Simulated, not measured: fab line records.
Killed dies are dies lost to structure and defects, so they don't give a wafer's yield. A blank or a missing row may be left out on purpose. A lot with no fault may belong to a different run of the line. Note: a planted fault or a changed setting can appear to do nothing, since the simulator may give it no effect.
Struck lot and sound lot, side by side :: flow gf180mcu :: 14 steps out of a route of 602
Sound: these wafers, L883.1, L883.3, L883.5. Wafers L902.2, L902.5, L902.6 were the ones struck. The cause is given at the end.
Order at every step that has rows: each side's tool, ch and its chambers, its first start. Under that, the readings that differ: sound wafers :: struck wafers :: difference of the means :: sigmas: that difference in standard deviations of wafers without a fault.
alike: same words and numbers on both sides, and readings whose means sit less than 2 such deviations apart. not compared: any withheld reading, any reading some wafer has no value for, any bound like >300 that may hide the same value, and any number with overlapping values for which the record gives no deviation.
Wherever a step has rows on one side only, a row that says differs or no value, or a row with sigmas, the two part there. Numbers that have no deviation but don't overlap get no sigmas and don't part them. A reading missing from all wafers of one side parts the sides only when that side holds two or more wafers.

first, 4 steps without rows for these wafers: GF_HV_LDD_IMPLANT_33; GF_HV_LDD_IMPLANT_34; GF_HV_LDD_IMPLANT_35; GF_HV_LDD_IMPLANT_36.
GF_HV_LDD_STRIP_37: strips in O2/N2.
  sound on plasma-asher-03 ch 0,1, day 11 14:20; struck on plasma-asher-03 ch 0,1, day 17 18:22
reading: strip-time-to-endpoint-s (s)
sound: 12.67 12.69 12.65
struck: 12.59 12.58 12.59
difference: -0.08
sigmas: -3
  alike: drypump-motor-current-A, heater-power-w, oes-product-au
  not compared: rf-hours-counter-h
GF_HV_LDD_TW_MEAS_38:
  struck on film-metro-01, day 17 18:29; sound on film-metro-01, day 11 14:26
  alike: HV_LDD_3_TW
then, 6 steps without rows for these wafers: GF_HV_LDD_DEHYDRATE_39 (time 60 s); GF_HV_LDD_HMDS_40 (prime time 60 s); GF_HV_LDD_COAT_41 (resist thk 1000 nm); GF_HV_LDD_SOFTBAKE_42 (time 60 s); GF_HV_LDD_EXPOSE_43 (exposes mask Pplus HV AREA, target cd 400 nm); GF_HV_LDD_PEB_44.
GF_HV_LDD_DEVELOP_45: develop time 60 s.
  struck on litho-track-01, day 18 17:48; sound on litho-track-03 ch 0, day 12 08:20
  no value came back on the struck wafers for chill-plate-temp-C (C), develop-time-s (s); on the sound wafers chill-plate-temp-C (C) reads 22.80 22.86 22.90
GF_HV_LDD_CD_MEAS_46 targets a cd of 400 nm.
  struck on cd-sem-01, day 18 17:56; sound on cd-sem-02, day 12 08:29
reading: cd-nm (nm)
sound: 403.7 404.3 403.0
struck: - - -
difference: no value on the struck wafers
sigmas: 

## WHERE THEY PART
Earliest at GF_HV_LDD_STRIP_37; latest, in this record, at GF_HV_LDD_CD_MEAS_46.

WHY: whatever the simulator had introduced
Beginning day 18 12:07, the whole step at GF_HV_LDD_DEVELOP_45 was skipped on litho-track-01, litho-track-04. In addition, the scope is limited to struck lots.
